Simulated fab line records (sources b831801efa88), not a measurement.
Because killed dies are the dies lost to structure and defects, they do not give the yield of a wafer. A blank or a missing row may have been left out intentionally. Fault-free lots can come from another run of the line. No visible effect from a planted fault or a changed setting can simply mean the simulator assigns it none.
2 desks looking at one fault -- flow sfq line -- each desk has only its own numbers; what lay behind them comes last

AT THE TOOL OWNER'S DESK: pvd sputter-06
The tool's own readings at SFQ_TRILAYER_R5_DEP_SPUTTER_133 (material MoNx, target thk 40 nm, time 66.7 s): means of the sampled wafers that have a number, for each lot that ran on this tool. Marked OUT: a lot whose mean sits more than 4 standard deviations from the usual mean, which makes it out of limits; the brackets give that distance.
Columns: A = throttle valve pct at SFQ_TRILAYER_R5_DEP_SPUTTER_133, usual 30.2 %
lot,first seen here,A
L820,day 52 23:41,29.4
L829,day 55 04:24,30.1
L836,day 58 14:04,29.9
Result from this desk: across the 3 lots, nothing is out of limits.

METROLOGY DESK
Means of the sampled wafers that have a number, per lot and without regard to the tool the lot ran on: this is what the gauges read. Marked OUT: a lot whose mean sits more than 4 standard deviations from the usual mean, which makes it out of limits; the brackets give that distance.
Columns: A = R5_MONX_RS at SFQ_R5_RS_MEAS_933, usual 7.05 ohm/sq; B = R5_MONX_THK at SFQ_R5_THK_MEAS_934, usual 40.7 nm
lot,first seen here,A,B
L818,day 49 22:19,7.09,40.4
L819,day 52 22:53,7.13,40.1
L820,day 52 23:46,7.01,41.1
L827,day 54 07:32,6.94,41.2
L829,day 55 04:29,6.53 (-6.0) OUT,44.6 (+7.4) OUT
L833,day 57 22:59,7.09,40.8
L834,day 58 04:56,7.11,40.2
L835,day 58 10:56,7.12,40.3
L836,day 58 14:10,6.99,41.0
L837,day 64 08:19,6.98,41.5
L838,day 64 11:53,7.07,40.9
L839,day 64 19:05,7.06,41.0
L840,day 64 21:31,7.08,40.4
This desk reports L829 out of limits; the earliest was L829 at day 55 04:29 (R5_MONX_RS at SFQ_R5_RS_MEAS_933). L818, L819, L820, L827, L833, L834, L835, L836, L837, L838, L839, L840 stayed within limits.

ALL TOGETHER
On L829, the metrology desk was in a position to raise an alarm at day 55 04:29.
The desk of the tool owner found nothing out of limits.
The tool owner's desk has L829 on record, within its limits.
The lots listed all ran SFQ_TRILAYER_R5_DEP_SPUTTER_133 on pvd sputter-06.

WHAT THE SIMULATOR HAD PUT IN
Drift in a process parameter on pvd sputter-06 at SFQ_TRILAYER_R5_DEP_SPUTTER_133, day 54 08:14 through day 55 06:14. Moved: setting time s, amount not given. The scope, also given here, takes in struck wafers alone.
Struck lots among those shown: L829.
Hours from the fault's start to each desk's first reading out of limits: the metrology desk, 20.
